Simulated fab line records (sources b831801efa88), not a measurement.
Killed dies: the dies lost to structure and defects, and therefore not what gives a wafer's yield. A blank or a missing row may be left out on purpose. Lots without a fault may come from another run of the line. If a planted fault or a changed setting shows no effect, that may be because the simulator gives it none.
Which tool was responsible?    flow gf180mcu    14 lots with 42 wafers sampled at 5 steps, on a route of 602 steps

WHAT THE GAUGES READ, wafer by wafer
GF_POLY_GATE_CD_MEAS_18.
lot   measured      on        cdNm (nm)
L770  day 9 17:15   cdSem-01  283.6 280.8 281.6
L772  day 10 00:18  cdSem-01  279.9 279.4 275.6
L774  day 10 18:51  cdSem-01  278.8 281.9 280.9
L775  day 11 01:38  cdSem-02  277.4 281.0 279.0
L776  day 11 06:43  cdSem-01  285.0 283.1 280.5
L777  day 11 20:30  cdSem-02  280.5 280.5 279.1
L778  day 12 03:34  cdSem-02  280.4 277.5 279.2
L779  day 12 07:17  cdSem-01  278.7 280.1 278.9
L781  day 12 23:25  cdSem-02  282.4 279.1 280.7
L783  day 14 00:51  cdSem-01  280.7 280.4 278.4
L784  day 14 00:51  cdSem-02  283.2 279.0 280.6
L790  day 15 11:13  cdSem-01  280.0 280.9 281.0
L791  day 16 03:34  cdSem-02  279.2 278.2 278.8
L792  day 16 09:03  cdSem-01  280.1 282.3 281.2

GF_HV_LDD_CD_MEAS_31 targets a cd of 400 nm.
lot   measured      on        cdNm (nm)
L770  day 11 23:38  cdSem-02  403.3 402.2 403.5
L772  day 12 08:16  cdSem-02  398.9 397.5 399.7
L774  day 13 03:35  cdSem-02  399.1 400.8 402.5
L775  day 13 11:55  cdSem-01  397.4 398.8 398.5
L776  day 13 17:16  cdSem-01  401.9 400.7 400.2
L777  day 14 08:04  cdSem-02  399.6 400.1 399.9
L778  day 14 15:13  cdSem-01  401.5 401.0 404.0
L779  day 14 20:07  cdSem-01  400.2 398.8 400.7
L781  day 15 15:22  cdSem-02  401.3 402.9 399.6
L783  day 16 17:50  cdSem-01  399.0 397.3 401.2
L784  day 16 16:20  cdSem-01  398.1 396.2 395.6
L790  day 18 07:24  cdSem-02  403.7 401.9 401.4
L791  day 19 00:40  cdSem-02  400.7 399.8 398.6
L792  day 19 08:10  cdSem-01  404.7 402.9 402.5

GF_NSD_OVL_MEAS_08.
lot   measured      on          NSD_OVL (nm)
L770  day 13 18:55  overlay-01  0.8 1.0 1.1
L772  day 14 04:38  overlay-01  1.8 0.6 1.3
L774  day 15 01:26  overlay-02  2.0 1.3 2.0
L775  day 15 11:17  overlay-02  -3.2 -4.1 -3.9
L776  day 15 15:46  overlay-02  -1.3 -0.1 0.7
L777  day 16 08:14  overlay-01  -0.1 0.7 2.7
L778  day 16 15:08  overlay-01  0.5 1.0 0.5
L779  day 16 18:46  overlay-02  -2.1 -1.4 -2.7
L781  day 17 15:56  overlay-01  0.5 0.9 -0.4
L783  day 18 20:55  overlay-02  -0.6 -1.1 -1.4
L784  day 18 18:55  overlay-02  -0.5 0.8 0.3
L790  day 20 12:04  overlay-01  -95.7 -94.4 -95.7
L791  day 21 04:37  overlay-02  -96.5 -93.3 -95.2
L792  day 21 12:31  overlay-02  3.0 3.5 3.3

GF_NSD_TW_MEAS_12.
lot   measured      on            NSD_TW
L770  day 13 19:22  filmMetro-03  4203 4233 4217
L772  day 14 05:04  filmMetro-03  4210 4194 4212
L774  day 15 01:52  filmMetro-04  4219 4257 4252
L775  day 15 11:44  filmMetro-02  4202 4197 4208
L776  day 15 16:12  filmMetro-03  4203 4242 4205
L777  day 16 08:40  filmMetro-04  4255 4274 4280
L778  day 16 15:35  filmMetro-03  4233 4233 4205
L779  day 16 19:12  filmMetro-02  4221 4214 4202
L781  day 17 16:22  filmMetro-03  4225 4230 4200
L783  day 18 21:22  filmMetro-03  4208 4233 4236
L784  day 18 19:22  filmMetro-03  4213 4244 4215
L790  day 20 12:31  filmMetro-04  4261 4260 4280
L791  day 21 05:03  filmMetro-03  4232 4224 4235
L792  day 21 12:58  filmMetro-03  4204 4236 4215

TOOL THAT RAN EACH LOT (tool first, then ch and the chambers of the sampled wafers, then the start)
lot   GF_NSD_EXPOSE_04
L770  ilineStepper-01 ch 0, day 13 08:50
L772  ilineStepper-02 ch 0, day 13 18:17
L774  ilineStepper-01 ch 0, day 14 14:37
L775  ilineStepper-02 ch 0, day 15 00:50
L776  ilineStepper-01 ch 0, day 15 05:28
L777  ilineStepper-01 ch 0, day 15 21:04
L778  ilineStepper-02 ch 0, day 16 04:01
L779  ilineStepper-01 ch 0, day 16 07:49
L781  ilineStepper-02 ch 0, day 17 04:38
L783  ilineStepper-01 ch 0, day 18 09:23
L784  ilineStepper-02 ch 0, day 18 07:07
L790  ilineStepper-01 ch 0, day 19 23:58
L791  ilineStepper-01 ch 0, day 20 16:52
L792  ilineStepper-02 ch 0, day 21 00:32
- GF_NSD_EXPOSE_04: exposes mask Nplus, target cd 400 nm.

WHAT THE TOOLS THEMSELVES READ (means of the sampled wafers that have a number; where no wafer has one, the mark that the record gives instead)
GF_NSD_EXPOSE_04.
lot   tool             stageVelMmS (mm/s)
L770  ilineStepper-01  500.34
L772  ilineStepper-02  500.03
L774  ilineStepper-01  499.86
L775  ilineStepper-02  500.04
L776  ilineStepper-01  500.03
L777  ilineStepper-01  499.97
L778  ilineStepper-02  500.08
L779  ilineStepper-01  500.10
L781  ilineStepper-02  499.75
L783  ilineStepper-01  499.71
L784  ilineStepper-02  499.67
L790  ilineStepper-01  499.60
L791  ilineStepper-01  500.37
L792  ilineStepper-02  500.31

THE ANSWER, worked out from the rows above alone
Rule: the lots themselves supply what counts as usual. Put in order of their means at a reading, lots are off if they are a third of the lots or fewer, leave a main group of 4 or more, and stand apart from it by a gap of 3 or more times the standard deviation of the main group's means; of several such gaps the widest counts. A main group whose means are all the same, to the digits that the tables above print for the reading, isn't used. A lot without any number at a reading at which 4 lots or more have one is off too. All remaining lots with rows at the step are treated as sound. After the gauges, taken in route order, come the tools' own readings; for these a lot's mean is taken, as printed above. The first step at which some lot is off is used, and at that step the reading that is off furthest; a lot without a number counts as furthest.
Off: L790, L791, at GF_NSD_OVL_MEAS_08 (NSD_OVL). The main group has a mean of 0.2 nm with a standard deviation of 1.8.
A tool fits if, at a process step before that reading, it ran every lot that is off, and no sound lot after the first of them. Gauges at GF_NSD_OVL_MEAS_08: tried the same way as those tools. One fits: ilineStepper-01 at GF_NSD_EXPOSE_04. Its last sound lot is L783 (day 18 09:23), its first lot that is off L790 (day 19 23:58): a fault that began between those two fits.

WHAT WAS PUT IN BY THE SIMULATOR
Scanner matching overlay: ilineStepper-01, from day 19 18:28 on, at GF_NSD_EXPOSE_04. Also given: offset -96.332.
Struck lots among those shown: L790, L791. The same result came from the rule above.
